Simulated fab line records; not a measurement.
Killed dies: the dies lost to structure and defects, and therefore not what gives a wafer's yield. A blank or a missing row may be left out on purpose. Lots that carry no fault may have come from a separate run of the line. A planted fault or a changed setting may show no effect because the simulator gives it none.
Which tool did it?    flow sfqLine    15 lots, 44 wafers sampled, at 3 steps of a route of 325

WHAT EACH GAUGE READ, for each wafer
The record holds no reading of a measuring or inspecting step that can be judged against a usual standard deviation.

WHICH TOOL RAN EACH LOT (tool, then ch and the chambers of the sampled wafers, then the start)
lot   SFQ_TRILAYER_I7_CMP_CMP_184    SFQ_TRILAYER_I7_METRO_MEASURE_185  SFQ_TRILAYER_I7_VIA_ETCH_VIA_ETCH_190
L343  cmp-02 ch 0,1, day 76 05:01    filmMetro-03, day 76 09:03         rieDiel-01 ch 2,3, day 80 07:26
L344  cmp-01 ch 0,1,3, day 76 15:01  filmMetro-03, day 76 18:08         rieDiel-03 ch 0,2,3, day 80 13:26
L345  cmp-02 ch 1,2,3, day 76 20:01  filmMetro-02, day 76 23:32         rieDiel-01 ch 1,2,3, day 80 18:14
L346  cmp-01 ch 1,2,3, day 77 10:31  filmMetro-02, day 77 12:44         rieDiel-02 ch 0,2,3, day 81 11:10
L347  cmp-02 ch 0,1, day 77 12:48    filmMetro-02, day 77 16:01         rieDiel-03 ch 0,1,2, day 81 18:33
L348  cmp-02 ch 0,2,3, day 77 15:18  filmMetro-01, day 77 18:25         rieDiel-02 ch 0,2,3, day 81 23:17
L349  cmp-01 ch 0,1,3, day 77 19:01  filmMetro-02, day 77 21:20         rieDiel-03 ch 1,3, day 82 01:41
L350  cmp-02 ch 0,1, day 77 21:48    filmMetro-01, day 78 00:37         rieDiel-02 ch 0,3, day 82 10:13
L356  cmp-02 ch 1,2, day 85 23:12    filmMetro-01, day 86 02:13         rieDiel-02 ch 0,1, day 86 07:06
L357  cmp-02 ch 1,3, day 86 01:42    filmMetro-03, day 86 04:49         rieDiel-01 ch 0,3, day 86 08:20
L358  cmp-02 ch 1,2, day 86 06:55    filmMetro-03, day 86 10:14         rieDiel-03 ch 2,3, day 86 20:20
L360  cmp-01 ch 0,3, day 87 23:32    filmMetro-01, day 88 02:10         rieDiel-02 ch 0,1,2, day 88 06:27
L363  cmp-02 ch 2,3, day 89 03:33    filmMetro-03, day 89 06:52         rieDiel-03 ch 0,2,3, day 92 03:13
L364  cmp-01 ch 0,1,2, day 89 07:22  filmMetro-01, day 89 09:53         rieDiel-01 ch 1,2,3, day 92 08:01
L365  cmp-02 ch 0,2, day 89 13:42    filmMetro-01, day 89 17:01         rieDiel-03 ch 0,2, day 92 15:13
- SFQ_TRILAYER_I7_CMP_CMP_184: polishes SiO2.
- SFQ_TRILAYER_I7_METRO_MEASURE_185
- SFQ_TRILAYER_I7_VIA_ETCH_VIA_ETCH_190: etches SiO2 in CHF3, stops on Nb, target depth 260 nm.

AS READ BY THE TOOLS THEMSELVES (means over the sampled wafers that have a number; for cases with no such wafer, the mark the record gives instead)
SFQ_TRILAYER_I7_CMP_CMP_184.
lot   tool    motorCurrentA (A)  timeToEndpointS (s)
L343  cmp-02  10.8               219
L344  cmp-01  10.5               217
L345  cmp-02  9.7                217
L346  cmp-01  10.4               218
L347  cmp-02  10.0               227
L348  cmp-02  9.9                219
L349  cmp-01  10.2               210
L350  cmp-02  10.2               214
L356  cmp-02  8.7                252
L357  cmp-02  10.3               260
L358  cmp-02  8.6                242
L360  cmp-01  10.0               214
L363  cmp-02  10.3               220
L364  cmp-01  10.3               215
L365  cmp-02  9.0                217

SFQ_TRILAYER_I7_METRO_MEASURE_185.
lot   tool          thkNm (nm)
L343  filmMetro-03  202.0
L344  filmMetro-03  199.8
L345  filmMetro-02  201.2
L346  filmMetro-02  200.7
L347  filmMetro-02  201.5
L348  filmMetro-01  201.6
L349  filmMetro-02  199.3
L350  filmMetro-01  200.6
L356  filmMetro-01  236.2
L357  filmMetro-03  254.5
L358  filmMetro-03  235.4
L360  filmMetro-01  199.9
L363  filmMetro-03  200.1
L364  filmMetro-01  200.2
L365  filmMetro-01  201.9

SFQ_TRILAYER_I7_VIA_ETCH_VIA_ETCH_190.
lot   tool        drypumpMotorCurrentA (A)  oesProductAu (a.u.)
L343  rieDiel-01  6.2                       0.856
L344  rieDiel-03  5.6                       0.848
L345  rieDiel-01  6.0                       0.860
L346  rieDiel-02  5.7                       0.856
L347  rieDiel-03  5.9                       0.859
L348  rieDiel-02  5.8                       0.862
L349  rieDiel-03  6.2                       0.853
L350  rieDiel-02  5.6                       0.855
L356  rieDiel-02  5.6                       0.902
L357  rieDiel-01  6.2                       0.928
L358  rieDiel-03  5.8                       0.908
L360  rieDiel-02  5.7                       0.853
L363  rieDiel-03  5.6                       0.861
L364  rieDiel-01  6.0                       0.856
L365  rieDiel-03  5.7                       0.858

THE ANSWER, worked out from the rows above alone
Rule: what is usual is taken from the lots themselves. Put in order of their means at a reading, lots are off if they are a third of the lots or fewer, leave a main group of 4 or more, and stand apart from it by a gap of 3 or more times the standard deviation of the main group's means; of several such gaps the widest counts. The tables above print the reading to a certain number of digits; a main group whose means all agree to those digits is not used. A lot without any number at a reading at which 4 lots or more have one is off too. All remaining lots with rows at the step are treated as sound. After the gauges, taken in route order, come the tools' own readings; for these a lot's mean is taken, as printed above. The first step at which some lot is off is used, and at that step the reading that is off furthest; a lot without a number counts as furthest.
Off: L356, L357, L358, at SFQ_TRILAYER_I7_CMP_CMP_184 (timeToEndpointS). For the main group the mean is 217 s and the standard deviation 4.
If a tool, at that step or one of the process steps before it, ran each lot that is off and ran no sound lot following the first of them, it fits. Of those tried, none fits.

WHAT THE SIMULATOR PUT IN
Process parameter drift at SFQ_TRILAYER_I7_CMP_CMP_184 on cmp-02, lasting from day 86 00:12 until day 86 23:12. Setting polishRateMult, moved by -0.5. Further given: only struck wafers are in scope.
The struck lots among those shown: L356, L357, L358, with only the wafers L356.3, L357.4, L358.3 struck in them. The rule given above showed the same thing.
